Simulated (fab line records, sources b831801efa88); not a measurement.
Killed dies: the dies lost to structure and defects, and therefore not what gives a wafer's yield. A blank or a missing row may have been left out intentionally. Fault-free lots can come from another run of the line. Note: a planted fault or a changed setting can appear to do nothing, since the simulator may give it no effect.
Matching of chambers / flow gf180mcu / cmp-02 running GF_V5_CMP_04: 4 sister chambers
The step polishes SiO2. 8 wafers are shown with their chamber, then 7 later ones without.

== WAFERS PAIRED WITH THEIR CHAMBERS ==
wafer=L451.5; chamber=0; motor_current_A (A)=10.5; slurry_filter_dp_kPa (kPa)=13.28
wafer=L455.1; chamber=3; motor_current_A (A)=10.9; slurry_filter_dp_kPa (kPa)=13.59
wafer=L455.6; chamber=2; motor_current_A (A)=10.9; slurry_filter_dp_kPa (kPa)=13.61
wafer=L467.3; chamber=1; motor_current_A (A)=12.0; slurry_filter_dp_kPa (kPa)=13.68
wafer=L467.5; chamber=0; motor_current_A (A)=10.2; slurry_filter_dp_kPa (kPa)=13.57
wafer=L467.6; chamber=3; motor_current_A (A)=11.5; slurry_filter_dp_kPa (kPa)=13.52
wafer=L469.1; chamber=1; motor_current_A (A)=12.3; slurry_filter_dp_kPa (kPa)=13.63
wafer=L469.2; chamber=2; motor_current_A (A)=11.3; slurry_filter_dp_kPa (kPa)=13.48

== WAFERS MISSING THEIR CHAMBER ==
wafer=L469.4; motor_current_A (A)=10.4; slurry_filter_dp_kPa (kPa)=13.36
wafer=L470.1; motor_current_A (A)=11.7; slurry_filter_dp_kPa (kPa)=13.62
wafer=L470.4; motor_current_A (A)=10.3; slurry_filter_dp_kPa (kPa)=13.52
wafer=L470.5; motor_current_A (A)=10.5; slurry_filter_dp_kPa (kPa)=13.60
wafer=L472.3; motor_current_A (A)=10.7; slurry_filter_dp_kPa (kPa)=13.28
wafer=L472.4; motor_current_A (A)=12.0; slurry_filter_dp_kPa (kPa)=13.71
wafer=L472.5; motor_current_A (A)=11.0; slurry_filter_dp_kPa (kPa)=13.52

== WHICH CHAMBER EACH ONE RAN IN ==
wafer=L469.4; from the rows above=0; in truth=0
wafer=L470.1; from the rows above=can't be placed: 1 or 3 or 2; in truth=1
wafer=L470.4; from the rows above=can't be placed: 0 or 2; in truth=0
wafer=L470.5; from the rows above=can't be placed: 0 or 2 or 3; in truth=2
wafer=L472.3; from the rows above=can't be placed: 0 or 2 or 3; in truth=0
wafer=L472.4; from the rows above=1; in truth=1
wafer=L472.5; from the rows above=can't be placed: 2 or 3 or 0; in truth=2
Placed correctly: 2 of 7. Can't be placed from these rows: 5 (the true chamber is among the candidates in 5). Placed wrongly: 0.
How it was worked out, from the rows above alone: a wafer's distance from a chamber is the root of the sum, over the readings, of the square of ((its reading less the chamber's mean) divided by the reading's scatter). If the next closest chamber is less than 2 further off than the closest, the wafer can't be placed; otherwise it belongs to the closest. The mean given for a chamber averages the wafers shown for that chamber. The scatter is the square root of a quotient: the sum, over the shown wafers, of each reading's squared deviation from its chamber's mean, divided by wafers minus chambers.
